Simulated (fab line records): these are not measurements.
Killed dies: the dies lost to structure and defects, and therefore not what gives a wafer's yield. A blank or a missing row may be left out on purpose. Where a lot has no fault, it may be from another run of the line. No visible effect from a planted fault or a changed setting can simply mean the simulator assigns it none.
fab line records	flow gf180mcu	part 1 of 2: steps 1 to 26 of 35
[record] lots = 5	wafers = 15	lastDay = 33
route steps=602 shown M3@427 V3@429 M4@456
lots with no fault: from the same line, run without faults
startH: the number of hours between the record's first day and the start of the first shown wafer of the lot	waitH: hours since the lot's step before	" the same as in the row above	L1.1+2: a single row standing in for several wafers	- no value, or no start given	* or withheld: withheld	< > ~ a bound
route shown NAME@n: a module of which the file shows steps, and the number in the route of the first	usual: mean/standard deviation taken from wafers without a fault	same: alike in all rows	chamber/n: place in a boat	sites: readings site by site	_std_site: the standard deviation of these	_edge_site: inner sites' mean taken away from outer sites' mean	radiusMm: for every site, how far away it sits from the centre of the wafer	mask NAME#n: copy n	behind: the tool/chamber that last shaped the wafer	hold: cause of the lot's hold/its duration in hours/its outcome	device: the transistor (n, p or np) that didn't switch	end of line: tests run on the same wafers once the route is complete	a step with no rows: only its recipe	killed: at the first sort, the dies lost to defects and structure; wafer yield is something else	map: per-die view of a wafer (x killed, . not killed, _ where there is no die)
set.NAME: the setting the step ran with; set.NAME@STEP: the setting that earlier step ran with	model.NAME: the simulator's own value behind a step, which no gauge read
lots at some steps of the route; a table a step, a row a wafer
services: the hour from which a tool's chamber was out of use, counted from the record's first day as startH (under 0 if before that day), plus the number of hours and why
[[steps]]
[step GF_M3_STRIP_18]
[recipe] chemistry = postEtchResidueRemover	timeS = 1200	tempC = 72.5
lot.wafer	tool	chamber	startH	waitH
L081.1+5+6	wetBench-04	3	553.07	0.1
L086.2+4+5	wetBench-02	3	592.22	0.1
L090.1+5+6	wetBench-04	0	622.14	0.1
L091.2+3+5	wetBench-04	3	628.94	0.1
L094.1+4+5	wetBench-01	0	647.47	0.1
[step GF_M3_CLEAN_19]
[recipe] chemistry = DIW	dry = n2Spin
lot.wafer	tool	chamber	startH	waitH
L081.1+5+6	wetBench-02	2	553.42	0.0
L086.2+4+5	wetBench-04	3	592.57	0.0
L090.1+5+6	wetBench-02	0	622.49	0.0
L091.2+3+5	wetBench-02	1	629.29	0.0
L094.1+4+5	wetBench-04	1	647.85	0.0
[step GF_V3_CVD_00]
[recipe] material = SiO2	targetThkNm = 600	sigmaOpenFrac = 0.3	tempC = 400	timeS = 100	sih4FlowSccm = 60	pressureMtorr = 6
lot.wafer	tool	chamber	startH	waitH
L081.1+5+6	hdpcvd-02	1,2,1	553.51	0.0
L086.2+4+5	hdpcvd-01	0,2,0	592.66	0.0
L090.1+5+6	hdpcvd-01	0,1,0	622.59	0.0
L091.2+3+5	hdpcvd-01	2,1,1	629.38	0.0
L094.1+4+5	hdpcvd-01	2,1,0	647.95	0.0
[step GF_V3_THK_MEAS_01]
[recipe] reads = SiO2_of_V3_CVD_00
[usual] V3_CVD_00_THK = 599/8.7
lot.wafer	tool	chamber	startH	waitH	V3_CVD_00_THK[nm]
L081.1	filmMetro-04	-	553.58	0.0	603
L081.5	"	-	"	"	613
L081.6	"	-	"	"	598
L086.2	filmMetro-01	-	592.74	0.0	600
L086.4	"	-	"	"	591
L086.5	"	-	"	"	594
L090.1	filmMetro-04	-	622.66	0.0	596
L090.5	"	-	"	"	597
L090.6	"	-	"	"	590
L091.2	filmMetro-03	-	629.46	0.0	588
L091.3	"	-	"	"	598
L091.5	"	-	"	"	598
L094.1	filmMetro-04	-	648.02	0.0	591
L094.4	"	-	"	"	596
L094.5	"	-	"	"	601
[step GF_V3_CVD_02]
[recipe] material = SiO2	targetThkNm = 850	precursor = TEOS	tempC = 400	timeS = 94.851	rfW = 600
[usual] heaterPowerW = 664/110
lot.wafer	tool	chamber	startH	waitH	heaterPowerW
L081.1	pecvd-02	0	553.64	0.1	542
L081.5	"	0	"	"	483
L081.6	"	1	"	"	744
L086.2	pecvd-03	2	592.79	0.0	897
L086.4	"	2	"	"	715
L086.5	"	1	"	"	847
L090.1	pecvd-02	0	622.72	0.1	476
L090.5	"	2	"	"	685
L090.6	"	1	"	"	735
L091.2	pecvd-03	0	629.51	0.0	559
L091.3	"	1	"	"	723
L091.5	"	2	"	"	847
L094.1	pecvd-02	1	648.08	0.1	687
L094.4	"	2	"	"	554
L094.5	"	1	"	"	763
[step GF_V3_THK_MEAS_03]
[recipe] reads = SiO2_of_V3_CVD_02
[usual] V3_CVD_02_THK = 847/13
lot.wafer	tool	chamber	startH	waitH	V3_CVD_02_THK[nm]
L081.1	filmMetro-04	-	553.74	0.1	829
L081.5	"	-	"	"	842
L081.6	"	-	"	"	874
L086.2	filmMetro-04	-	592.87	0.0	839
L086.4	"	-	"	"	857
L086.5	"	-	"	"	846
L090.1	filmMetro-03	-	622.79	0.0	855
L090.5	"	-	"	"	855
L090.6	"	-	"	"	875
L091.2	filmMetro-04	-	629.59	0.0	834
L091.3	"	-	"	"	843
L091.5	"	-	"	"	860
L094.1	filmMetro-03	-	648.15	0.0	851
L094.4	"	-	"	"	869
L094.5	"	-	"	"	863
[step GF_V3_CMP_04]
[recipe] material = SiO2	downForcePsi = 4	platenRpm = 60	padVelocityMS = 0.94248
[usual] motorCurrentA = 12.4/1.1	timeToEndpointS = 78/8.3
lot.wafer	tool	chamber	startH	waitH	motorCurrentA	timeToEndpointS
L081.1	cmp-01	3	553.80	0.1	12.5	66
L081.5	"	3	"	"	13.4	69
L081.6	"	0	"	"	11.3	91
L086.4	cmp-02	1	592.92	0.0	14.7	96
L086.2	"	3	"	"	12.3	80
L086.5	"	1	"	"	13.1	87
L090.1	cmp-01	0	622.85	0.1	11.2	82
L090.5	"	0	"	"	11.7	79
L090.6	"	1	"	"	12.2	92
L091.3	cmp-02	2	629.64	0.0	10.5	67
L091.2	"	3	"	"	11.6	69
L091.5	"	3	"	"	11.3	80
L094.1	cmp-02	0	648.26	0.1	12.3	82
L094.4	"	1	"	"	14.3	93
L094.5	"	0	"	"	12.9	83
[step GF_V3_BOW_MEAS_05]
[recipe] mode = bow
[usual] V3_BOW = 118/8
lot.wafer	tool	chamber	startH	waitH	V3_BOW[um]
L081.1	filmMetro-01	-	554.10	0.2	118
L081.5	"	-	"	"	108
L081.6	"	-	"	"	124
L086.2	filmMetro-04	-	593.24	0.2	121
L086.4	"	-	"	"	122
L086.5	"	-	"	"	118
L090.1	filmMetro-03	-	623.15	0.2	129
L090.5	"	-	"	"	129
L090.6	"	-	"	"	122
L091.2	filmMetro-03	-	629.96	0.2	118
L091.3	"	-	"	"	117
L091.5	"	-	"	"	111
L094.1	filmMetro-03	-	648.51	0.2	124
L094.4	"	-	"	"	110
L094.5	"	-	"	"	118
[step GF_V3_DEHYDRATE_06]
[recipe] tempC = 200	timeS = 60
[usual] chillPlateTempC = 23.02/0.1	plateTempC = 200.02/0.17	resistLineTempC = 22.99/0.12
lot.wafer	tool	chamber	startH	waitH	chillPlateTempC	plateTempC	resistLineTempC
L081.1	lithoTrack-03	0	564.76	10.6	23.11	199.94	22.95
L081.5	"	0	"	"	23.09	200.08	22.94
L081.6	"	0	"	"	22.98	200.03	23.09
L086.2	lithoTrack-01	0	603.36	10.1	22.98	199.95	23.03
L086.4	"	0	"	"	23.03	199.89	22.84
L086.5	"	0	"	"	22.89	200.09	22.95
L090.1	lithoTrack-03	0	633.06	9.9	23.10	199.80	22.92
L090.5	"	0	"	"	23.11	199.93	22.99
L090.6	"	0	"	"	22.96	200.37	23.03
L091.2	lithoTrack-01	0	638.81	8.8	23.12	199.89	22.91
L091.3	"	0	"	"	22.97	200.15	23.20
L091.5	"	0	"	"	23.19	199.91	23.07
L094.1	lithoTrack-03	0	657.46	8.9	22.94	200.39	23.13
L094.4	"	0	"	"	23.10	200.25	22.91
L094.5	"	0	"	"	22.82	200.07	23.14
[step GF_V3_HMDS_07]
[recipe] primeTimeS = 60	primeTempC = 120
[usual] chillPlateTempC = 23.02/0.12	resistLineTempC = 22.99/0.091
[same] primeTimeS = 60
lot.wafer	tool	chamber	startH	waitH	chillPlateTempC	resistLineTempC
L081.1	lithoTrack-03	0	564.91	0.1	23.04	23.00
L081.5	"	0	"	"	22.73	23.09
L081.6	"	0	"	"	22.93	22.93
L086.2	lithoTrack-01	0	603.51	0.1	23.12	23.01
L086.4	"	0	"	"	22.88	22.79
L086.5	"	0	"	"	23.01	22.82
L090.1	lithoTrack-03	0	633.21	0.1	22.98	22.96
L090.5	"	0	"	"	23.12	22.99
L090.6	"	0	"	"	22.74	23.01
L091.2	lithoTrack-01	0	638.96	0.1	22.93	22.98
L091.3	"	0	"	"	22.95	22.97
L091.5	"	0	"	"	22.99	22.98
L094.1	lithoTrack-03	0	657.61	0.1	23.00	22.99
L094.4	"	0	"	"	23.05	23.00
L094.5	"	0	"	"	23.13	22.99
[step GF_V3_COAT_08]
[recipe] resist = BARC	tempC = withheld	timeS = withheld	spinRpm = withheld	resistThkNm = withheld
[usual] chillPlateTempC = *	resistLineTempC = *
lot.wafer	tool	chamber	startH	waitH	chillPlateTempC	resistLineTempC
L081.1	lithoTrack-03	0	565.06	0.1	*	*
L081.5	"	0	"	"	*	*
L081.6	"	0	"	"	*	*
L086.2	lithoTrack-01	0	603.66	0.1	*	*
L086.4	"	0	"	"	*	*
L086.5	"	0	"	"	*	*
L090.1	lithoTrack-03	0	633.36	0.1	*	*
L090.5	"	0	"	"	*	*
L090.6	"	0	"	"	*	*
L091.2	lithoTrack-01	0	639.11	0.1	*	*
L091.3	"	0	"	"	*	*
L091.5	"	0	"	"	*	*
L094.1	lithoTrack-03	0	657.76	0.1	*	*
L094.4	"	0	"	"	*	*
L094.5	"	0	"	"	*	*
[step GF_V3_COAT_09]
[recipe] resist = KrF	spinRpm = withheld	resistThkNm = 1000
[usual] chillPlateTempC = 23.00/0.11	resistLineTempC = 22.99/0.099
lot.wafer	tool	chamber	startH	waitH	chillPlateTempC	resistLineTempC
L081.1	lithoTrack-03	0	-	-	23.01	22.93
L081.5	"	0	"	"	22.96	22.79
L081.6	"	0	"	"	22.85	22.86
L086.2	lithoTrack-01	0	-	-	23.14	23.01
L086.4	"	0	"	"	23.04	23.06
L086.5	"	0	"	"	23.17	23.08
L090.1	lithoTrack-03	0	-	-	22.84	23.11
L090.5	"	0	"	"	23.07	23.02
L090.6	"	0	"	"	23.04	22.98
L091.2	lithoTrack-01	0	-	-	23.10	23.02
L091.3	"	0	"	"	23.07	22.98
L091.5	"	0	"	"	23.09	23.06
L094.1	lithoTrack-03	0	-	-	22.94	22.87
L094.4	"	0	"	"	22.98	23.05
L094.5	"	0	"	"	23.12	23.00
[step GF_V3_SOFTBAKE_10]
[recipe] tempC = 130	timeS = 60	resist = KrF
[usual] chillPlateTempC = 23.00/0.11	plateTempC = 130.01/0.16	resistLineTempC = 23.02/0.11
lot.wafer	tool	chamber	startH	waitH	chillPlateTempC	plateTempC	resistLineTempC
L081.1	lithoTrack-03	0	-	-	23.08	130.02	22.98
L081.5	"	0	"	"	23.04	129.85	23.13
L081.6	"	0	"	"	23.02	130.20	23.20
L086.2	lithoTrack-01	0	-	-	22.98	130.14	23.09
L086.4	"	0	"	"	22.96	129.91	23.02
L086.5	"	0	"	"	23.00	130.09	23.15
L090.1	lithoTrack-03	0	-	-	23.06	130.00	22.77
L090.5	"	0	"	"	22.99	130.10	22.91
L090.6	"	0	"	"	23.09	129.79	22.99
L091.2	lithoTrack-01	0	-	-	23.15	130.30	22.97
L091.3	"	0	"	"	23.12	130.16	23.00
L091.5	"	0	"	"	22.91	130.28	22.82
L094.1	lithoTrack-03	0	-	-	23.05	130.04	22.98
L094.4	"	0	"	"	23.03	130.42	23.11
L094.5	"	0	"	"	22.99	130.06	23.04
[step GF_V3_EXPOSE_11]
[recipe] maskId = Via3	targetCdNm = 260	na = 0.68	sourceShape = conventional	sigmaOuter = 0.6	doseMj = 38.6
[same] na = 0.68
lot.wafer	tool	chamber	startH	waitH	mask
L081.1+5+6	krfScanner-02	0	-	-	Via3#0
L086.2+4+5	krfScanner-02	0	-	-	Via3#0
L090.1+5+6	krfScanner-02	0	-	-	Via3#0
L091.2+3+5	krfScanner-01	0	-	-	Via3#0
L094.1+4+5	krfScanner-02	0	-	-	Via3#0
[step GF_V3_PEB_12]
[recipe] pebTempC = 135	pebTimeS = 90	resist = KrF
[usual] chillPlateTempC = 22.97/0.1	plateTempC = 135.00/0.13	resistLineTempC = 22.99/0.11
[same] pebTimeS = 90
lot.wafer	tool	chamber	startH	waitH	chillPlateTempC	plateTempC	resistLineTempC
L081.1	lithoTrack-01	0	-	-	23.03	135.07	23.07
L081.5	"	0	"	"	22.74	134.81	23.02
L081.6	"	0	"	"	22.91	135.06	23.01
L086.2	lithoTrack-01	0	-	-	22.92	135.15	23.14
L086.4	"	0	"	"	22.72	134.93	23.01
L086.5	"	0	"	"	22.72	135.02	23.10
L090.1	lithoTrack-03	0	-	-	23.00	135.05	22.84
L090.5	"	0	"	"	22.93	135.07	22.85
L090.6	"	0	"	"	22.91	135.19	22.87
L091.2	lithoTrack-04	0	-	-	22.98	135.09	22.83
L091.3	"	0	"	"	22.86	135.04	22.89
L091.5	"	0	"	"	22.90	134.88	22.98
L094.1	lithoTrack-03	0	-	-	23.03	134.75	23.09
L094.4	"	0	"	"	22.95	134.90	23.08
L094.5	"	0	"	"	23.00	134.84	23.24
[step GF_V3_DEVELOP_13]
[recipe] developTimeS = 60	resist = KrF	devTempC = 21
[usual] chillPlateTempC = 22.98/0.1	resistLineTempC = 23.00/0.1
lot.wafer	tool	chamber	startH	waitH	chillPlateTempC	resistLineTempC
L081.1	lithoTrack-01	0	575.64	0.2	23.06	23.10
L081.5	"	0	"	"	22.94	23.05
L081.6	"	0	"	"	22.84	23.14
L086.2	lithoTrack-01	0	614.71	0.2	23.04	23.11
L086.4	"	0	"	"	23.08	23.03
L086.5	"	0	"	"	23.08	22.93
L090.1	lithoTrack-03	0	643.01	0.2	22.97	23.12
L090.5	"	0	"	"	23.06	23.06
L090.6	"	0	"	"	22.92	22.95
L091.2	lithoTrack-04	0	649.23	0.2	22.90	23.02
L091.3	"	0	"	"	22.87	22.92
L091.5	"	0	"	"	22.91	23.05
L094.1	lithoTrack-03	0	667.36	0.2	23.11	23.01
L094.4	"	0	"	"	23.13	23.12
L094.5	"	0	"	"	22.88	23.00
[step GF_V3_CD_MEAS_14]
[recipe] targetCdNm = 260
[usual] cdNm = 260.2/1.3
lot.wafer	tool	chamber	startH	waitH	cdNm
L081.1	cdSem-02	-	575.79	0.1	258.3
L081.5	"	-	"	"	260.8
L081.6	"	-	"	"	259.1
L086.2	cdSem-02	-	614.86	0.1	259.6
L086.4	"	-	"	"	259.8
L086.5	"	-	"	"	261.1
L090.1	cdSem-02	-	643.16	0.1	259.8
L090.5	"	-	"	"	260.9
L090.6	"	-	"	"	259.7
L091.2	cdSem-01	-	649.38	0.1	261.6
L091.3	"	-	"	"	262.2
L091.5	"	-	"	"	261.2
L094.1	cdSem-01	-	667.51	0.1	260.1
L094.4	"	-	"	"	259.8
L094.5	"	-	"	"	260.3
[step GF_V3_OVL_MEAS_15]
[usual] V3_OVL = 3/5.2
lot.wafer	tool	chamber	startH	waitH	V3_OVL[nm]
L081.1	overlay-01	-	575.91	0.1	3
L081.5	"	-	"	"	-3
L081.6	"	-	"	"	2
L086.2	overlay-01	-	614.96	0.1	9
L086.4	"	-	"	"	-2
L086.5	"	-	"	"	-6
L090.1	overlay-02	-	643.28	0.1	2
L090.5	"	-	"	"	4
L090.6	"	-	"	"	5
L091.2	overlay-01	-	649.48	0.1	5
L091.3	"	-	"	"	11
L091.5	"	-	"	"	3
L094.1	overlay-02	-	667.63	0.1	-1
L094.4	"	-	"	"	5
L094.5	"	-	"	"	-4
[step GF_V3_ETCH_16]
[recipe] chemistry = N2/H2	targetDepthA = withheld	overetchA = withheld	timeS = withheld	target = BARC	ionEnergyEv = 200	sourceW = 500	biasW = 100	pressureMtorr = 30	n2FlowSccm = 100	h2FlowSccm = 200
[usual] drypumpMotorCurrentA = 6.0/0.43	n2FlowSccm = 99.97/0.3	oesProductAu = 0.855/0.0051	throttleValvePct = 13.226/0.0093
lot.wafer	tool	chamber	startH	waitH	drypumpMotorCurrentA	n2FlowSccm	oesProductAu	throttleValvePct
L081.1	rieDiel-04	3	575.94	0.0	6.3	99.95	0.864	13.243
L081.5	"	1	"	"	5.3	100.51	0.860	13.226
L081.6	"	2	"	"	6.4	100.15	0.856	13.244
L086.2	rieDiel-04	2	614.99	0.0	6.3	99.65	0.858	13.236
L086.4	"	1	"	"	5.2	99.68	0.852	13.220
L086.5	"	0	"	"	6.0	100.47	0.853	13.232
L090.1	rieDiel-04	0	643.31	0.0	6.0	100.16	0.859	13.229
L090.5	"	1	"	"	5.3	99.78	0.862	13.216
L090.6	"	0	"	"	6.0	100.18	0.857	13.221
L091.2	rieDiel-04	2	649.51	0.0	6.3	100.05	0.853	13.222
L091.3	"	1	"	"	5.3	99.90	0.855	13.225
L091.5	"	0	"	"	6.0	99.74	0.856	13.227
L094.1	rieDiel-03	1	667.66	0.0	5.8	99.75	0.855	13.218
L094.4	"	0	"	"	6.6	100.26	0.853	13.229
L094.5	"	1	"	"	5.8	99.36	0.863	13.226
[step GF_V3_ETCH_17]
[recipe] chemistry = C4F8/O2/Ar	maskMaterial = KrF	target = SiO2	stopOn = TiN	sourceW = 1500	biasW = 1200	pressureMtorr = 40	c4f8FlowSccm = withheld	O2_flow_sccm = 6	Ar_flow_sccm = 300	timeS = withheld	targetDepthA = 6350
[usual] oesProductAu = 0.856/0.0046
lot.wafer	tool	chamber	startH	waitH	oesProductAu
L081.1	rieDiel-04	3	-	-	0.855
L081.5	"	1	"	"	0.856
L081.6	"	2	"	"	0.860
L086.2	rieDiel-04	2	-	-	0.859
L086.4	"	1	"	"	0.859
L086.5	"	0	"	"	0.859
L090.1	rieDiel-04	0	-	-	0.854
L090.5	"	1	"	"	0.860
L090.6	"	0	"	"	0.871
L091.2	rieDiel-04	2	-	-	0.852
L091.3	"	1	"	"	0.855
L091.5	"	0	"	"	0.843
L094.1	rieDiel-03	1	-	-	0.862
L094.4	"	0	"	"	0.863
L094.5	"	1	"	"	0.853
[step GF_V3_STRIP_18]
[recipe] chemistry = O2/N2	powerW = 1400	pressureMtorr = 1500	platenTempC = 250	o2FlowSccm = 3000	n2FlowSccm = 300	overashFraction = 0.5
[usual] drypumpMotorCurrentA = 5.34/0.28	heaterPowerW = 309/24	n2FlowSccm = 299.9/0.89	oesProductAu = 0.592/0.0048
lot.wafer	tool	chamber	startH	waitH	drypumpMotorCurrentA	heaterPowerW	n2FlowSccm	oesProductAu	rfHoursCounterH
L081.1	plasmaAsher-04	1	576.07	-	5.28	312	301.0	0.592	49
L081.5	"	1	"	"	5.30	315	300.8	0.593	-
L081.6	"	0	"	"	5.47	283	299.5	0.593	-
L086.2	plasmaAsher-04	1	615.12	-	5.28	307	299.5	0.595	54
L086.4	"	0	"	"	5.51	278	298.8	0.585	-
L086.5	"	1	"	"	5.30	312	299.6	0.583	-
L090.1	plasmaAsher-02	0	643.44	-	5.58	354	301.3	0.594	83
L090.5	"	0	"	"	5.59	342	299.8	0.588	-
L090.6	"	1	"	"	4.97	303	300.3	0.594	-
L091.2	plasmaAsher-02	0	649.64	-	5.60	347	298.0	0.594	83
L091.3	"	1	"	"	4.97	294	299.6	0.595	-
L091.5	"	1	"	"	4.97	302	301.1	0.602	-
L094.1	plasmaAsher-02	1	667.79	-	4.96	296	300.7	0.591	85
L094.4	"	0	"	"	5.60	341	300.4	0.588	-
L094.5	"	1	"	"	4.97	305	299.9	0.592	-
[step GF_V3_STRIP_19]
[recipe] chemistry = postEtchResidueRemover	timeS = 1200	tempC = 72.5
lot.wafer	tool	chamber	startH	waitH
L081.1+5+6	wetBench-02	0	576.17	0.1
L086.2+4+5	wetBench-01	3	615.22	0.1
L090.1+5+6	wetBench-03	2	643.54	0.1
L091.2+3+5	wetBench-01	3	649.74	0.1
L094.1+4+5	wetBench-01	0	667.89	0.1
[step GF_V3_CLEAN_20]
[recipe] chemistry = DIW	dry = n2Spin
lot.wafer	tool	chamber	startH	waitH
L081.1+5+6	wetBench-01	1	576.55	0.0
L086.2+4+5	wetBench-03	0	615.56	0.0
L090.1+5+6	wetBench-02	3	643.88	0.0
L091.2+3+5	wetBench-02	1	650.11	0.0
L094.1+4+5	wetBench-02	1	668.26	0.0
[step GF_V3_SPUTTER_21]
[recipe] material = Ti	targetThkNm = 15	chamberPressurePa = 5	powerW = 2500	substrateTempC = 200	timeS = 80.02
[usual] throttleValvePct = 30.2/1.1
lot.wafer	tool	chamber	startH	waitH	throttleValvePct
L081.1	pvdSputter-03	-	576.64	0.0	31.1
L081.5	"	-	"	"	31.0
L081.6	"	-	"	"	30.5
L086.2	pvdSputter-03	-	615.66	0.0	31.0
L086.4	"	-	"	"	30.9
L086.5	"	-	"	"	30.0
L090.1	pvdSputter-03	-	643.97	0.0	30.0
L090.5	"	-	"	"	31.0
L090.6	"	-	"	"	30.9
L091.2	pvdSputter-03	-	650.21	0.0	30.9
L091.3	"	-	"	"	30.3
L091.5	"	-	"	"	29.6
L094.1	pvdSputter-02	-	668.45	0.0	30.2
L094.4	"	-	"	"	29.3
L094.5	"	-	"	"	30.4
[step GF_V3_SPUTTER_22]
[recipe] material = TiN	targetThkNm = 10	chamberPressurePa = 5	powerW = 4000	timeS = 40
[usual] throttleValvePct = 30.2/1
lot.wafer	tool	chamber	startH	waitH	throttleValvePct
L081.1	pvdSputter-03	-	576.70	0.0	31.0
L081.5	"	-	"	"	31.0
L081.6	"	-	"	"	30.2
L086.2	pvdSputter-03	-	615.73	0.0	30.8
L086.4	"	-	"	"	31.0
L086.5	"	-	"	"	29.6
L090.1	pvdSputter-03	-	644.04	0.0	29.8
L090.5	"	-	"	"	30.8
L090.6	"	-	"	"	30.6
L091.2	pvdSputter-03	-	650.27	0.0	31.1
L091.3	"	-	"	"	30.3
L091.5	"	-	"	"	30.0
L094.1	pvdSputter-02	-	668.51	0.0	30.4
L094.4	"	-	"	"	29.0
L094.5	"	-	"	"	30.2
[step GF_V3_CVD_23]
[recipe] material = W	targetThkNm = 350	timeS = 104.9	tempC = 400	pressureTorr = 40
[usual] heaterPowerW = 827/27
lot.wafer	tool	chamber	startH	waitH	heaterPowerW
L081.1	cvdW-01	0	576.74	0.0	820
L081.5	"	1	"	"	831
L081.6	"	0	"	"	817
L086.2	cvdW-02	1	615.76	0.0	851
L086.4	"	1	"	"	850
L086.5	"	0	"	"	895
L090.1	cvdW-01	1	644.07	0.0	844
L090.5	"	1	"	"	824
L090.6	"	0	"	"	833
L091.2	cvdW-01	0	650.34	0.1	814
L091.3	"	0	"	"	808
L091.5	"	0	"	"	803
L094.1	cvdW-02	0	668.55	0.0	893
L094.4	"	0	"	"	900
L094.5	"	0	"	"	900
